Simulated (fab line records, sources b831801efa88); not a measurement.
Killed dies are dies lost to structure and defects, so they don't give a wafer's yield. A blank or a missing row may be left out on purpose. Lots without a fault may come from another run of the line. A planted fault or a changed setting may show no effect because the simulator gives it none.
A struck lot beside a sound one | flow gf180mcu | 17 steps out of a route of 602
Sound: wafers L399.3, L399.4, L399.6. Struck: wafers L411.2, L411.4. (L411.3 of the same lot was not struck and is left out.) The cause comes at the end.
At each step with rows: each side's tool, then ch and its chambers, then its first start. Under that, the readings that differ: sound wafers | struck wafers | difference of the means | sigmas: that difference in standard deviations of wafers without a fault.
alike: readings whose means differ by less than 2 such deviations, and words and numbers that are the same on both sides. not compared: withheld readings, readings that some wafer has no value for, bounds like >300 that may hide the same value, and numbers for which the record gives no deviation and whose values overlap.
The two part at a step that has a row with sigmas, a row that says differs or no value, or rows on one side only. Numbers that don't overlap but have no deviation are shown without sigmas and don't part them. A reading that every wafer of one side lacks parts them only if that side has two wafers or more.

first, 4 steps without rows for these wafers: GF_M2_SOFTBAKE_10 (time 60 s); GF_M2_EXPOSE_11 (exposes mask Metal2, target cd 280 nm); GF_M2_PEB_12 (peb time 90 s); GF_M2_DEVELOP_13 (develop time 60 s).
GF_M2_CD_MEAS_14: target cd 280 nm.
  sound on cd_sem-01, day 19 22:06; struck on cd_sem-01, day 24 07:30
  alike: cd_nm
GF_M2_OVL_MEAS_15:
  sound on overlay-02, day 19 22:11; struck on overlay-01, day 24 07:36
  alike: M2_OVL
GF_M2_METAL_ETCH_16: etches the open film in Cl2/BCl3, stops on SiO2, target depth 750.8 nm, time 125.1 s.
  sound on rie_metal-04 ch 0, day 19 22:18; struck on rie_metal-01 ch 1, day 24 07:38
  alike: drypump_motor_current_A, oes_product_au, throttle_valve_pct
  not compared: rf_hours_counter_h
GF_M2_STRIP_17: strips in O2/N2.
  sound on plasma_asher-03 ch 0,1, day 19 22:31; struck on plasma_asher-02 ch 0, day 24 07:46
  reading            | sound       | struck  | difference | sigmas
  heater_power_w (W) | 321 302 315 | 344 354 | +36        | +2
  alike: drypump_motor_current_A, oes_product_au, strip_time_to_endpoint_s
  not compared: rf_hours_counter_h
then, 3 steps without rows for these wafers: GF_M2_STRIP_18 (strips in post etch residue remover, time 1200 s); GF_M2_CLEAN_19 (cleans in DIW); GF_V2_CVD_00 (deposits SiO2, target thk 600 nm, time 100 s).
GF_V2_THK_MEAS_01:
  sound on film_metro-02, day 19 23:27; struck on film_metro-02, day 24 08:28
  alike: V2_CVD_00_THK
GF_V2_CVD_02: deposits SiO2 from TEOS, target thk 850 nm, time 94.851 s.
  sound on pecvd-01 ch 1,2, day 19 23:31; struck on pecvd-01 ch 1, day 24 08:31
  reading                             | sound             | struck      | difference | sigmas
  rf_fwd_power_W (W)                  | 595.9 593.8 599.8 | 498.4 499.6 | -97.5      | -49
  model.SiO2_of_V2_CVD_02.thk_nm (nm) | 870.4 866 855.9   | 804.3 810.7 | -56.6      |
  alike: heater_power_w
  not compared: since_wet_clean_h
GF_V2_THK_MEAS_03:
  sound on film_metro-04, day 19 23:37; struck on film_metro-04, day 24 08:36
  reading            | sound       | struck  | difference | sigmas
  V2_CVD_02_THK (nm) | 871 866 856 | 804 811 | -57        | -6
GF_V2_CMP_04: polishes SiO2.
  sound on cmp-02 ch 1,2, day 19 23:39; struck on cmp-02 ch 1,3, day 24 08:42
  reading                | sound    | struck | difference | sigmas
  time_to_endpoint_s (s) | 86 87 86 | 62 69  | -21        | -5
  alike: edge_zone_pressure_frac, motor_current_A
GF_V2_BOW_MEAS_05:
  sound on film_metro-04, day 19 23:59; struck on film_metro-04, day 24 08:58
  reading     | sound    | struck | difference | sigmas
  V2_BOW (um) | 84 87 84 | 98 100 | +14        | +2
-- the record jumps here: 9 days lie between the struck wafers' starts before and after (it left off in module V2 and takes up again in module PASSIVATION, whose first step shown is number 602 of the route) --
GF_PASSIVATION_PROBE_99:
  the record has rows for the struck wafers here (prober-01, day 33 02:11) and none for the sound ones

WHERE THEY PART
First at GF_M2_STRIP_17; last, within this record, at GF_PASSIVATION_PROBE_99.

WHY: what the simulator had put in
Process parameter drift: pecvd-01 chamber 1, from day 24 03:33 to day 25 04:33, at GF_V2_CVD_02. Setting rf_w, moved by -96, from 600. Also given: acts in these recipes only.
